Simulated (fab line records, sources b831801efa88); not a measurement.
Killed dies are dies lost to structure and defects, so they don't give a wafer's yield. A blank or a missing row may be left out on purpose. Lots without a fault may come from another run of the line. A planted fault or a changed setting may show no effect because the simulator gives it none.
fab line records | flow gf180mcu
record lots=13 wafers=39 last_day=34
route steps=602 shown NSD@241 M1@320 M2@364 V2@398
lots that met no fault: from a run of the same line without faults
start_h: hours from the record's first day to the start of the lot's first wafer shown | wait_h: hours since the lot's step before | " the same as in the row above | L1.1+2: a row that stands for several wafers | - no value, or no start given | * or withheld: withheld | < > ~ a bound
route shown NAME@n: a module of which the file shows steps, and the number in the route of the first | usual: mean/standard deviation of fault-free wafers | same: alike in all rows | chamber/n: place in a boat | sites: the reading at each site | _std_site: their standard deviation | _edge_site: outer sites' mean less inner sites' | radius_mm: how far each site lies from the wafer's centre | mask NAME#n: copy n | behind: the tool/chamber that last shaped the wafer | hold: why the lot was held/for how many hours/how that ended | device: the transistor (n, p or np) that didn't switch | end of line: the same wafers' tests at the end of the route | a step without rows: its recipe alone | killed: dies lost to structure and defects at the first sort, not the wafer's yield | map: a wafer's dies, x killed, . not, _ none there
set.NAME: the setting as run; set.NAME@STEP: as run at that earlier step | model.NAME: the simulator's own value behind a step, which no gauge read
steps of the route over a sample of lots; a table a step, a row a wafer
services: from which hour (start_h, from the record's first day; less than 0 if before it) a tool's chamber was out of use, for how many hours, and why
## steps
# step GF_NSD_DEVELOP_06
# recipe develop_time_s=60 dev_temp_c=23
# usual developer_temp_C=23.02/0.1
# columns lot.wafer tool chamber start_h wait_h developer_temp_C
L825.1 litho_track-03 0 293.90 0.1 23.04
L825.5 " 0 " " 23.10
L825.6 " 0 " " 23.06
L826.4 litho_track-03 0 302.98 0.1 23.28
L826.5 " 0 " " 23.01
L826.6 " 0 " " 23.04
L827.2 litho_track-03 0 311.13 0.1 23.00
L827.3 " 0 " " 22.98
L827.5 " 0 " " 22.94
L828.1 litho_track-01 0 322.85 0.1 23.09
L828.3 " 0 " " 23.20
L828.5 " 0 " " 23.05
L831.2 litho_track-01 0 343.53 0.1 23.03
L831.5 " 0 " " 23.04
L831.6 " 0 " " 22.92
L834.2 litho_track-03 0 369.18 0.1 23.15
L834.3 " 0 " " 23.05
L834.6 " 0 " " 22.86
L835.1 litho_track-01 0 379.95 0.1 23.03
L835.2 " 0 " " 22.87
L835.3 " 0 " " 22.98
L840.1 litho_track-03 0 420.15 0.1 22.95
L840.2 " 0 " " 23.05
L840.3 " 0 " " 23.10
L842.3 litho_track-01 0 438.20 0.1 23.21
L842.4 " 0 " " 23.17
L842.6 " 0 " " 23.12
L843.2 litho_track-03 0 451.38 0.1 23.06
L843.4 " 0 " " 23.02
L843.6 " 0 " " 23.03
L845.2 litho_track-01 0 459.58 0.1 22.94
L845.5 " 0 " " 23.06
L845.6 " 0 " " 22.94
L846.1 litho_track-01 0 470.60 0.1 23.03
L846.3 " 0 " " 22.94
L846.6 " 0 " " 22.95
L848.1 litho_track-04 0 485.94 0.1 22.91
L848.5 " 0 " " 22.93
L848.6 " 0 " " 22.91
# step GF_NSD_CD_MEAS_07
# recipe target_cd_nm=400
# usual cd_nm=400.2/2.1
# columns lot.wafer tool chamber start_h wait_h cd_nm
L825.1 cd_sem-02 - 294.05 0.1 398.6
L825.5 " - " " 397.2
L825.6 " - " " 398.9
L826.4 cd_sem-01 - 303.11 0.1 398.6
L826.5 " - " " 401.0
L826.6 " - " " 399.3
L827.2 cd_sem-01 - 311.27 0.1 400.3
L827.3 " - " " 400.6
L827.5 " - " " 398.3
L828.1 cd_sem-01 - 323.00 0.1 401.4
L828.3 " - " " 399.1
L828.5 " - " " 398.3
L831.2 cd_sem-01 - 343.67 0.1 408.4
L831.5 " - " " 405.4
L831.6 " - " " 406.1
L834.2 cd_sem-02 - 369.32 0.1 398.8
L834.3 " - " " 401.0
L834.6 " - " " 401.6
L835.1 cd_sem-01 - 380.10 0.1 407.2
L835.2 " - " " 407.2
L835.3 " - " " 405.7
L840.1 cd_sem-01 - 420.30 0.1 401.4
L840.2 " - " " 399.9
L840.3 " - " " 398.6
L842.3 cd_sem-02 - 438.34 0.1 399.0
L842.4 " - " " 400.9
L842.6 " - " " 399.8
L843.2 cd_sem-01 - 451.52 0.1 402.3
L843.4 " - " " 403.4
L843.6 " - " " 402.7
L845.2 cd_sem-02 - 459.72 0.1 399.5
L845.5 " - " " 400.0
L845.6 " - " " 400.1
L846.1 cd_sem-02 - 470.75 0.1 399.5
L846.3 " - " " 402.5
L846.6 " - " " 398.9
L848.1 cd_sem-02 - 486.09 0.1 403.8
L848.5 " - " " 401.9
L848.6 " - " " 401.4
# step GF_M1_RS_MEAS_05
# recipe thk_meas_gauge=four-point-probe reads=TiN_of_M1_SPUTTER_04+Ti_of_M1_SPUTTER_03+AlCu_of_M1_SPUTTER_02+TiN_of_M1_SPUTTER_01+Ti_of_M1_SPUTTER_00
# usual M1_ALCU_RS=0.0696/0.00066
# columns lot.wafer tool chamber start_h wait_h M1_ALCU_RS[ohm/sq]
L825.1 film_metro-02 - 360.81 0.0 0.0694
L825.5 " - " " 0.0700
L825.6 " - " " 0.0691
L826.4 film_metro-01 - 371.05 0.1 0.0701
L826.5 " - " " 0.0704
L826.6 " - " " 0.0703
L827.2 film_metro-03 - 381.02 0.0 0.0687
L827.3 " - " " 0.0685
L827.5 " - " " 0.0681
L828.1 film_metro-03 - 393.01 0.0 0.0700
L828.3 " - " " 0.0693
L828.5 " - " " 0.0698
L831.2 film_metro-01 - 415.66 0.0 0.0701
L831.5 " - " " 0.0694
L831.6 " - " " 0.0694
L834.2 film_metro-01 - 444.72 0.0 0.0714
L834.3 " - " " 0.0706
L834.6 " - " " 0.0712
L835.1 film_metro-02 - 455.16 0.0 0.0696
L835.2 " - " " 0.0700
L835.3 " - " " 0.0694
L840.1 film_metro-02 - 498.15 0.0 0.0700
L840.2 " - " " 0.0689
L840.3 " - " " 0.0687
L842.3 film_metro-02 - 514.54 0.1 0.0697
L842.4 " - " " 0.0685
L842.6 " - " " 0.0691
L843.2 film_metro-03 - 527.28 0.1 0.0696
L843.4 " - " " 0.0692
L843.6 " - " " 0.0698
L845.2 film_metro-03 - 535.86 0.0 0.0694
L845.5 " - " " 0.0693
L845.6 " - " " 0.0699
L846.1 film_metro-01 - 545.77 0.0 0.0696
L846.3 " - " " 0.0702
L846.6 " - " " 0.0701
L848.1 film_metro-03 - 558.97 0.0 0.0709
L848.5 " - " " 0.0714
L848.6 " - " " 0.0709
# step GF_M2_SPUTTER_02
# recipe material=AlCu target_thk_nm=450 power_w=10600 time_s=23.9 chamber_pressure_pa=0.4
# usual throttle_valve_pct=29.9/1
# columns lot.wafer tool chamber start_h wait_h throttle_valve_pct
L825.1 pvd_sputter-04 - 409.79 0.0 30.9
L825.5 " - " " 30.9
L825.6 " - " " 30.7
L826.4 pvd_sputter-04 - 420.58 0.0 30.7
L826.5 " - " " 30.4
L826.6 " - " " 30.6
L827.2 pvd_sputter-03 - 431.59 0.0 28.9
L827.3 " - " " 30.0
L827.5 " - " " 28.9
L828.1 pvd_sputter-04 - 444.91 0.0 30.9
L828.3 " - " " 30.7
L828.5 " - " " 30.3
L831.2 pvd_sputter-02 - 468.89 0.0 27.6
L831.5 " - " " 29.4
L831.6 " - " " 27.6
L834.2 pvd_sputter-03 - 495.68 0.0 28.7
L834.3 " - " " 28.7
L834.6 " - " " 30.2
L835.1 pvd_sputter-04 - 506.28 0.0 30.7
L835.2 " - " " 30.6
L835.3 " - " " 30.5
L840.1 pvd_sputter-03 - 547.09 0.0 30.3
L840.2 " - " " 30.0
L840.3 " - " " 29.0
L842.3 pvd_sputter-04 - 563.38 0.0 31.0
L842.4 " - " " 30.7
L842.6 " - " " 31.0
L843.2 pvd_sputter-03 - 575.13 0.0 29.4
L843.4 " - " " 29.8
L843.6 " - " " 28.8
L845.2 pvd_sputter-03 - 582.46 0.0 30.3
L845.5 " - " " 30.3
L845.6 " - " " 28.8
L846.1 pvd_sputter-02 - 592.18 0.0 29.5
L846.3 " - " " 32.2
L846.6 " - " " 29.4
L848.1 pvd_sputter-04 - 604.93 0.0 30.8
L848.5 " - " " 30.6
L848.6 " - " " 30.7
# step GF_V2_ETCH_16
# recipe chemistry=N2/H2 target_depth_a=withheld overetch_a=withheld time_s=withheld target=BARC ion_energy_ev=200 source_w=500 bias_w=100 pressure_mtorr=30 n2_flow_sccm=100 h2_flow_sccm=200
# usual drypump_motor_current_A=5.6/0.34 oes_product_au=0.854/0.005 throttle_valve_pct=13.225/0.0085
# columns lot.wafer tool chamber start_h wait_h drypump_motor_current_A oes_product_au throttle_valve_pct
L825.1 rie_diel-02 3 459.66 0.0 5.4 0.856 13.235
L825.5 " 0 " " 5.5 0.851 13.222
L825.6 " 1 " " 5.9 0.856 13.246
L826.4 rie_diel-03 2 470.89 0.0 5.5 0.849 13.220
L826.5 " 2 " " 5.5 0.850 13.233
L826.6 " 1 " " 5.2 0.850 13.234
L827.2 rie_diel-01 3 481.15 0.0 5.3 0.855 13.224
L827.3 " 1 " " 5.7 0.851 13.226
L827.5 " 3 " " 5.3 0.859 13.222
L828.1 rie_diel-02 2 494.96 0.0 5.8 0.847 13.231
L828.3 " 2 " " 5.9 0.853 13.222
L828.5 " 2 " " 5.9 0.857 13.223
L831.2 rie_diel-01 0 517.96 0.0 6.4 0.856 13.230
L831.5 " 0 " " 6.4 0.854 13.232
L831.6 " 1 " " 5.7 0.854 13.239
L834.2 rie_diel-03 2 543.20 0.0 5.4 0.857 13.235
L834.3 " 1 " " 5.2 0.858 13.215
L834.6 " 1 " " 5.2 0.854 13.221
L835.1 rie_diel-02 1 554.44 0.0 5.9 0.859 13.220
L835.2 " 2 " " 5.9 0.850 13.220
L835.3 " 3 " " 5.4 0.865 13.220
L840.1 rie_diel-03 2 592.70 0.0 5.5 0.854 13.230
L840.2 " 0 " " 5.7 0.853 13.222
L840.3 " 3 " " 5.8 0.850 13.226
L842.3 rie_diel-03 1 607.89 0.0 5.2 0.865 13.224
L842.4 " 2 " " 5.5 0.850 13.216
L842.6 " 1 " " 5.2 0.849 13.229
L843.2 rie_diel-01 1 620.19 0.0 5.7 0.858 13.220
L843.4 " 0 " " 6.4 0.858 13.220
L843.6 " 0 " " 6.4 0.856 13.227
L845.2 rie_diel-02 2 626.71 0.0 5.9 0.858 13.234
L845.5 " 2 " " 5.9 0.850 13.221
L845.6 " 3 " " 5.4 0.857 13.216
L846.1 rie_diel-03 2 635.04 0.0 5.5 0.844 13.242
L846.3 " 0 " " 5.7 0.853 13.217
L846.6 " 0 " " 5.7 0.857 13.238
L848.1 rie_diel-01 2 646.99 0.0 5.3 0.852 13.236
L848.5 " 3 " " 5.3 0.856 13.231
L848.6 " 2 " " 5.3 0.850 13.219
## services
# columns tool chamber start_h hours kind
pvd_sputter-04 - 272.67 3.4 repair
rie_diel-01 0 291.81 7.7 repair
rie_diel-01 0 327.51 11.6 repair
rie_diel-03 1 349.67 2.4 repair
rie_diel-02 2 351.11 8.1 repair
pvd_sputter-04 1 362.60 - consumable_replace:kit
pvd_sputter-04 1 362.60 18.0 scheduled_down
pvd_sputter-04 1 362.60 18.0 vent_cycle
rie_diel-03 3 389.08 7.5 repair
rie_diel-01 1 445.18 10.3 repair
pvd_sputter-02 - 448.27 5.3 repair
rie_diel-03 - 451.38 14.6 pm
rie_diel-02 0 460.99 6.2 repair
rie_diel-01 - 466.15 4.3 pm
rie_diel-02 1 476.22 3.2 repair
rie_diel-02 0 480.86 22.8 repair
rie_diel-02 3 487.05 9.5 repair
pvd_sputter-02 - 495.62 2.7 repair
pvd_sputter-04 - 497.01 1.5 repair
rie_diel-02 - 610.40 14.6 pm
pvd_sputter-02 - 626.83 23.9 repair
pvd_sputter-02 - 639.47 1.6 repair
rie_diel-01 1 641.60 5.7 repair
pvd_sputter-04 0 646.70 - consumable_replace:kit
## key
first_sign step=GF_NSD_CD_MEAS_07 reading=cd_nm direction=up sigmas=3.1 usual=400.2 struck=406.7 through=control_loop
effect none on later readings
met_at GF_NSD_DEVELOP_06
struck_lots L831,L835
tester_left_out L831,L835
loop_trim step=GF_NSD_EXPOSE_04 setting=dose lots=L835
not_acting_at GF_M1_RS_MEAS_05,GF_M2_SPUTTER_02,GF_V2_ETCH_16
onset_between 322.85 343.53
fault kind=process_parameter_drift tool=litho_track-01 chamber=- onset_h=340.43 steps=GF_NSD_DEVELOP_06 channel=develop_time_s offset=* shape=step end_h=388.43 acts_in=* stated=*
# tester_left_out: of these lots the tester's yield and bins aren't shown, on N5 and GAA mostly nor the transistor test; their killed dies are dies lost to structure and defects alone, not to doping, threshold or leakage, so they don't give the yield
# loop_trim: a control loop set the setting to another value than it would have without faults
